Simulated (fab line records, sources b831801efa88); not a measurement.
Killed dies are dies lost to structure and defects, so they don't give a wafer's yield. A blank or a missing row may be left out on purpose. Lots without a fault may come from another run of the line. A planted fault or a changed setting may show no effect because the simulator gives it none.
fab line records | flow sky130
record lots=6 wafers=18 last_day=50
route steps=708 shown LDD_HVP@288 LDD_LDN@289 PAD_OPEN@708
lots that met no fault: from a run of the same line without faults
start_h: hours from the record's first day to the start of the lot's first wafer shown | wait_h: hours since the lot's step before | " the same as in the row above | L1.1+2: a row that stands for several wafers | - no value, or no start given | * or withheld: withheld | < > ~ a bound
route shown NAME@n: a module of which the file shows steps, and the number in the route of the first | usual: mean/standard deviation of fault-free wafers | same: alike in all rows | chamber/n: place in a boat | sites: the reading at each site | _std_site: their standard deviation | _edge_site: outer sites' mean less inner sites' | radius_mm: how far each site lies from the wafer's centre | mask NAME#n: copy n | behind: the tool/chamber that last shaped the wafer | hold: why the lot was held/for how many hours/how that ended | device: the transistor (n, p or np) that didn't switch | end of line: the same wafers' tests at the end of the route | a step without rows: its recipe alone | killed: dies lost to structure and defects at the first sort, not the wafer's yield | map: a wafer's dies, x killed, . not, _ none there
set.NAME: the setting as run; set.NAME@STEP: as run at that earlier step | model.NAME: the simulator's own value behind a step, which no gauge read
lots at some steps of the route; a table a step, a row a wafer
services: from which hour (start_h, from the record's first day; less than 0 if before it) a tool's chamber was out of use, for how many hours, and why
## steps
# step SKY_LDD_HVP_TW_MEAS_10
# usual LDD_HVP_TW=454/3.2
# columns lot.wafer tool chamber start_h wait_h LDD_HVP_TW
L410.2 film_metro-03 - 548.51 0.1 462
L410.4 " - " " 461
L410.5 " - " " 462
L416.4 film_metro-03 - 598.73 0.1 459
L416.5 " - " " 459
L416.6 " - " " 456
L423.1 film_metro-01 - 649.52 0.1 452
L423.2 " - " " 452
L423.6 " - " " 451
L426.1 film_metro-02 - 668.12 0.1 453
L426.2 " - " " 453
L426.5 " - " " 454
L427.2 film_metro-03 - 675.36 0.1 461
L427.3 " - " " 459
L427.4 " - " " 458
L429.2 film_metro-02 - 689.91 0.1 453
L429.3 " - " " 452
L429.4 " - " " 450
# step SKY_LDD_LDN_DEHYDRATE_00
# recipe temp_c=200 time_s=60
# step SKY_LDD_LDN_HMDS_01
# recipe prime_time_s=60 prime_temp_c=120
# step SKY_LDD_LDN_COAT_02
# recipe resist=NOVOLAK spin_rpm=3000 resist_thk_nm=1140
# step SKY_LDD_LDN_SOFTBAKE_03
# recipe temp_c=90 time_s=60 resist=NOVOLAK
# step SKY_LDD_LDN_EXPOSE_04
# recipe mask_id=LDNTM na=0.6 source_shape=conventional sigma_outer=0.6 polarization=unpolarized target_cd_nm=700 dose_mj=140
# step SKY_LDD_LDN_PEB_05
# recipe temp_c=withheld time_s=* resist=NOVOLAK
# step SKY_LDD_LDN_DEVELOP_06
# recipe resist=NOVOLAK developer=TMAH develop_time_s=60 dev_temp_c=23
# step SKY_LDD_LDN_OVL_MEAS_07
# usual LDD_LDN_OVL=-0.4/1.4
# columns lot.wafer tool chamber start_h wait_h LDD_LDN_OVL[nm]
L410.2 overlay-01 - 578.79 0.1 -1.2
L410.4 " - " " -0.8
L410.5 " - " " 0.1
L416.4 overlay-01 - 628.68 0.1 0.9
L416.5 " - " " 0.5
L416.6 " - " " 1.1
L423.1 overlay-01 - 676.72 0.1 -0.7
L423.2 " - " " -1.5
L423.6 " - " " -3.4
L426.1 overlay-01 - 696.37 0.1 1.1
L426.2 " - " " 0.6
L426.5 " - " " -1.9
L427.2 overlay-01 - 703.44 0.1 -1.5
L427.3 " - " " -1.0
L427.4 " - " " 1.3
L429.2 overlay-02 - 717.92 0.1 -2.8
L429.3 " - " " -3.0
L429.4 " - " " -0.9
# step SKY_LDD_LDN_IMPLANT_08
# recipe species=As energy_kev=15 dose_cm2=1.25e+13 tilt_deg=withheld rotation_deg=23
# step SKY_LDD_LDN_IMPLANT_09
# recipe species=As energy_kev=15 dose_cm2=1.25e+13 tilt_deg=withheld rotation_deg=113
# step SKY_LDD_LDN_IMPLANT_10
# recipe species=As energy_kev=15 dose_cm2=1.25e+13 tilt_deg=withheld rotation_deg=203
# step SKY_LDD_LDN_IMPLANT_11
# recipe species=As energy_kev=15 dose_cm2=1.25e+13 tilt_deg=withheld rotation_deg=293
# usual dose_ions_cm2=1.2501e+13/1.3e+10 faraday_current_uA=70.5/1.3
# same implant_ion_amu=75
# columns lot.wafer tool chamber start_h wait_h dose_ions_cm2 faraday_current_uA
L410.2 implanter-02 0 579.30 0.1 1.2489e+13 70.1
L410.4 " 0 " " 1.2508e+13 68.7
L410.5 " 0 " " 1.2513e+13 67.8
L416.4 implanter-01 0 629.23 0.1 1.2523e+13 73.8
L416.5 " 0 " " 1.2495e+13 70.0
L416.6 " 0 " " 1.2485e+13 70.6
L423.1 implanter-02 0 677.20 0.1 2.0759e+13 115.4
L423.2 " 0 " " 2.0748e+13 117.5
L423.6 " 0 " " 2.075e+13 119.7
L426.1 implanter-02 0 696.85 0.1 2.0772e+13 117.3
L426.2 " 0 " " 2.0767e+13 114.7
L426.5 " 0 " " 2.0748e+13 116.1
L427.2 implanter-03 0 703.95 0.1 1.2509e+13 69.3
L427.3 " 0 " " 1.252e+13 70.4
L427.4 " 0 " " 1.2518e+13 72.5
L429.2 implanter-01 0 718.43 0.1 1.2517e+13 69.5
L429.3 " 0 " " 1.2508e+13 72.9
L429.4 " 0 " " 1.2496e+13 69.6
# step SKY_LDD_LDN_STRIP_12
# recipe chemistry=O2/N2 power_w=1400 pressure_mtorr=1500 platen_temp_c=withheld o2_flow_sccm=3000 n2_flow_sccm=300 overash_fraction=0.5
# usual chamber_pressure_mTorr=1499.9/1.5 drypump_motor_current_A=5.52/0.26 oes_product_au=0.715/0.0043 strip_time_to_endpoint_s=14.18/0.04
# columns lot.wafer tool chamber start_h wait_h chamber_pressure_mTorr drypump_motor_current_A oes_product_au rf_hours_counter_h strip_time_to_endpoint_s
L410.2 plasma_asher-04 0 579.42 0.1 1499.5 5.56 0.714 94 14.13
L410.4 " 1 " " 1500.5 5.72 0.714 - 14.14
L410.5 " 1 " " 1499.0 5.78 0.713 - 14.14
L416.4 plasma_asher-03 1 629.34 0.1 1500.0 5.46 0.721 - 14.15
L416.5 " 0 " " 1501.5 5.39 0.713 - 14.19
L416.6 " 1 " " 1497.5 5.45 0.719 - 14.17
L423.1 plasma_asher-01 0 677.35 0.1 1499.6 5.06 0.715 51 14.16
L423.2 " 1 " " 1498.3 5.93 0.718 51 14.20
L423.6 " 1 " " 1501.2 5.92 0.719 - 14.19
L426.1 plasma_asher-03 0 697.00 0.1 1500.7 5.40 0.710 27 14.14
L426.2 " 1 " " 1501.7 5.43 0.719 27 14.11
L426.5 " 1 " " 1500.0 5.42 0.705 - 14.12
L427.2 plasma_asher-01 1 704.07 0.1 1500.0 5.91 0.721 54 14.19
L427.3 " 1 " " 1498.5 5.92 0.719 - 14.18
L427.4 " 0 " " 1499.7 5.08 0.717 - 14.17
L429.2 plasma_asher-01 0 718.55 0.1 1500.7 5.06 0.713 55 14.17
L429.3 " 0 " " 1501.4 5.05 0.721 - 14.20
L429.4 " 1 " " 1499.6 5.92 0.713 - 14.22
# step SKY_LDD_LDN_TW_MEAS_13
# usual LDD_LDN_TW=1477/9.4
# columns lot.wafer tool chamber start_h wait_h LDD_LDN_TW
L410.2 film_metro-01 - 579.53 0.1 1469
L410.4 " - " " 1466
L410.5 " - " " 1466
L416.4 film_metro-03 - 629.43 0.1 1473
L416.5 " - " " 1480
L416.6 " - " " 1484
L423.1 film_metro-04 - 677.45 0.1 1540
L423.2 " - " " 1540
L423.6 " - " " 1534
L426.1 film_metro-01 - 697.10 0.1 1536
L426.2 " - " " 1545
L426.5 " - " " 1538
L427.2 film_metro-01 - 704.18 0.1 1479
L427.3 " - " " 1468
L427.4 " - " " 1483
L429.2 film_metro-03 - 718.66 0.1 1488
L429.3 " - " " 1494
L429.4 " - " " 1489
# step SKY_LDD_LDN_CLEAN_14
# recipe chemistry=SC1/SC2 mix=1:4:20 temp_c=70 time_s=150 dry=n2_spin
# step SKY_PAD_OPEN_PROBE_99
# usual killed_at_M0_to_M3=44/8.6 killed_at_M4_up=3.4/1.9 killed_at_contacts=23/5.7 killed_at_front_end=15/4.5 killed_at_other=0.4/0.62 killed_dies=86/11 killed_open=46/7.6 killed_short=39/6.3
# same gross_dies=492 killed_at_back_side=0
# columns lot.wafer tool chamber start_h wait_h killed_at_M0_to_M3 killed_at_M4_up killed_at_contacts killed_at_front_end killed_at_other killed_dies killed_open killed_short model.etest.tip_sonos.rs_ohm_sq
L410.2 prober-01 - 1117.03 0.1 54 4 26 14 1 99 58 40 2665
L410.4 prober-01 - 1117.13 0.2 47 4 17 17 1 86 45 41 2668
L410.5 prober-01 - 1117.18 0.2 45 3 25 8 0 81 38 42 2650
L416.4 prober-02 - 1146.11 0.2 41 6 22 22 0 91 55 36 2693
L416.5 prober-02 - 1146.16 0.2 32 3 24 21 0 80 40 40 2701
L416.6 prober-02 - 1146.21 0.2 44 2 26 19 0 91 56 35 2702
L423.1 prober-01 - 1180.14 0.1 61 2 24 13 0 100 49 51 2471
L423.2 prober-01 - 1180.19 0.1 61 3 28 20 0 112 66 46 2466
L423.6 prober-01 - 1180.39 0.2 30 7 19 20 1 77 44 33 2485
L426.1 prober-02 - 1190.71 0.1 49 5 25 18 0 97 50 45 2365
L426.2 prober-02 - 1190.76 0.1 32 1 31 14 0 78 41 36 2384
L426.5 prober-02 - 1190.91 0.2 31 3 25 18 0 77 40 36 2404
L427.2 prober-01 - 1194.97 0.1 45 5 18 17 0 85 52 33 2623
L427.3 prober-01 - 1195.02 0.2 39 3 22 13 1 78 43 34 2631
L427.4 prober-01 - 1195.07 0.2 33 2 15 10 1 61 34 27 2612
L429.2 prober-01 - 1202.02 0.1 26 7 31 14 0 78 44 33 2742
L429.3 prober-01 - 1202.07 0.2 45 4 32 28 0 109 52 56 2740
L429.4 prober-01 - 1202.12 0.2 50 4 36 13 0 103 58 44 2691
# killed by level:class
L410.2 VIA1:geometric_particle:open=17 CONTACT:geometric_particle:open=8 VIA2:geometric_particle:open=7 LOCAL_INTERCONNECT:geometric_particle:short=6 CONTACT:geometric_particle:short=5 VIA3:geometric_particle:open=5 VIA1:geometric_particle:short=5 METAL2:geometric_particle:short=5
L410.4 VIA1:geometric_particle:open=10 VIA3:geometric_particle:open=8 VIA1:geometric_particle:short=8 METAL1:geometric_particle:short=7 FIELD_ISO:geometric_particle:open=6 POLY_GATE:geometric_particle:open=5 METAL3:geometric_particle:short=5 CONTACT:geometric_particle:short=4
L410.5 VIA1:geometric_particle:open=9 LI_CONTACT:geometric_particle:open=7 METAL1:geometric_particle:short=6 METAL2:geometric_particle:short=6 VIA3:geometric_particle:open=6 LOCAL_INTERCONNECT:geometric_particle:short=5 CONTACT:geometric_particle:short=5 VIA2:geometric_particle:open=5
L416.4 CONTACT:geometric_particle:open=9 VIA2:geometric_particle:open=9 LI_CONTACT:geometric_particle:open=8 VIA1:geometric_particle:open=7 VIA3:geometric_particle:open=7 METAL4:geometric_particle:short=6 POLY_GATE:geometric_particle:open=6 METAL2:geometric_particle:short=5
L416.5 CONTACT:geometric_particle:open=10 FIELD_ISO:geometric_particle:short=9 VIA3:geometric_particle:open=8 VIA1:geometric_particle:open=7 FIELD_ISO:geometric_particle:open=4 LI_CONTACT:geometric_particle:open=4 LOCAL_INTERCONNECT:geometric_particle:short=4 POLY_GATE:geometric_particle:open=3
L416.6 VIA1:geometric_particle:open=12 CONTACT:geometric_particle:open=12 METAL1:geometric_particle:short=9 FIELD_ISO:geometric_particle:open=8 VIA3:geometric_particle:open=6 LI_CONTACT:geometric_particle:open=5 FIELD_ISO:geometric_particle:short=4 LOCAL_INTERCONNECT:geometric_particle:short=4
L423.1 VIA3:geometric_particle:open=12 METAL1:geometric_particle:short=8 VIA1:geometric_particle:open=8 LI_CONTACT:geometric_particle:open=7 METAL2:geometric_particle:short=6 VIA1:geometric_particle:short=6 CONTACT:geometric_particle:open=5 METAL3:geometric_particle:short=5
L423.2 VIA1:geometric_particle:open=20 CONTACT:geometric_particle:open=15 VIA2:geometric_particle:open=9 VIA3:geometric_particle:open=8 VIA2:geometric_particle:short=6 FIELD_ISO:geometric_particle:open=5 POLY_GATE:geometric_particle:open=5 LI_CONTACT:geometric_particle:short=5
L423.6 VIA2:geometric_particle:open=11 CONTACT:geometric_particle:open=9 CONTACT:geometric_particle:short=7 POLY_GATE:geometric_particle:open=5 METAL2:geometric_particle:short=5 FIELD_ISO:geometric_particle:open=4 FIELD_ISO:geometric_particle:short=4 METAL4:geometric_particle:short=4
L426.1 VIA2:geometric_particle:open=9 METAL1:geometric_particle:short=9 LI_CONTACT:geometric_particle:open=8 CONTACT:geometric_particle:open=7 VIA1:geometric_particle:open=6 POLY_GATE:geometric_particle:short=5 VIA1:geometric_particle:short=5 VIA3:geometric_particle:open=5
L426.2 CONTACT:geometric_particle:open=11 VIA1:geometric_particle:open=10 METAL1:geometric_particle:short=9 LI_CONTACT:geometric_particle:open=8 CONTACT:geometric_particle:short=7 FIELD_ISO:geometric_particle:open=4 POLY_GATE:geometric_particle:short=4 LI_CONTACT:geometric_particle:short=3
L426.5 POLY_GATE:geometric_particle:short=7 LI_CONTACT:geometric_particle:open=7 CONTACT:geometric_particle:open=7 VIA2:geometric_particle:open=7 VIA1:geometric_particle:open=7 CONTACT:geometric_particle:short=5 METAL1:geometric_particle:short=5 FIELD_ISO:geometric_particle:short=4
L427.2 VIA1:geometric_particle:open=11 VIA2:geometric_particle:open=9 LI_CONTACT:geometric_particle:open=8 METAL3:geometric_particle:short=6 POLY_GATE:geometric_particle:open=5 METAL2:geometric_particle:short=5 FIELD_ISO:geometric_particle:open=4 METAL1:geometric_particle:short=4
L427.3 CONTACT:geometric_particle:open=9 METAL1:geometric_particle:short=8 VIA1:geometric_particle:open=8 VIA2:geometric_particle:open=7 LI_CONTACT:geometric_particle:open=6 METAL2:geometric_particle:short=6 POLY_GATE:geometric_particle:short=5 VIA2:geometric_particle:short=4
L427.4 LI_CONTACT:geometric_particle:open=5 METAL1:geometric_particle:short=5 METAL2:geometric_particle:short=5 CONTACT:geometric_particle:short=4 CONTACT:geometric_particle:open=4 METAL1:geometric_particle:open=4 VIA1:geometric_particle:open=4 VIA2:geometric_particle:open=4
L429.2 CONTACT:geometric_particle:open=11 LI_CONTACT:geometric_particle:open=10 VIA1:geometric_particle:open=9 METAL4:geometric_particle:short=6 LOCAL_INTERCONNECT:geometric_particle:short=5 CONTACT:geometric_particle:short=5 FIELD_ISO:geometric_particle:open=4 FIELD_ISO:geometric_particle:short=4
L429.3 VIA1:geometric_particle:open=10 LI_CONTACT:geometric_particle:open=9 CONTACT:geometric_particle:open=9 POLY_GATE:geometric_particle:short=8 VIA2:geometric_particle:open=6 FIELD_ISO:geometric_particle:short=5 POLY_GATE:geometric_particle:open=5 LOCAL_INTERCONNECT:geometric_particle:short=5
L429.4 LI_CONTACT:geometric_particle:open=14 VIA1:geometric_particle:open=9 VIA3:geometric_particle:open=9 CONTACT:geometric_particle:open=8 METAL1:geometric_particle:short=7 VIA2:geometric_particle:open=7 LOCAL_INTERCONNECT:geometric_particle:short=5 CONTACT:geometric_particle:short=5
## services
# columns tool chamber start_h hours kind
implanter-02 - 556.09 2.0 repair
implanter-03 - 566.77 3.4 pm
plasma_asher-01 - 569.39 2.8 pm
plasma_asher-04 - 573.52 1.0 repair
implanter-02 - 633.04 3.5 repair
implanter-02 - 634.51 4.2 repair
plasma_asher-04 - 645.43 3.6 repair
implanter-01 - 650.39 27.1 pm
implanter-02 - 682.49 3.7 repair
## key
first_sign step=SKY_LDD_LDN_IMPLANT_11 reading=dose_ions_cm2 direction=up sigmas=99+ usual=* struck=*
effect step=SKY_LDD_LDN_IMPLANT_11 reading=faraday_current_uA direction=up sigmas=35 usual=70.5 struck=116.8
effect step=SKY_LDD_LDN_TW_MEAS_13 reading=LDD_LDN_TW direction=up sigmas=6.6 usual=1477 struck=1539
model_effect step=SKY_PAD_OPEN_PROBE_99 value=etest.tip_sonos.rs_ohm_sq without=2646 struck=2429
met_at SKY_LDD_LDN_IMPLANT_11
struck_wafers L423.1,L423.2,L423.6,L426.1,L426.2,L426.5
tester_left_out L423,L426
onset_between 579.30 677.20
fault kind=process_parameter_drift tool=implanter-02 chamber=- onset_h=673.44 steps=SKY_LDD_LDN_IMPLANT_11 channel=dose_cm2 offset=* shape=step end_h=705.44 acts_in=* stated=*
# tester_left_out: of these lots the tester's yield and bins aren't shown, on N5 and GAA mostly nor the transistor test; their killed dies are dies lost to structure and defects alone, not to doping, threshold or leakage, so they don't give the yield
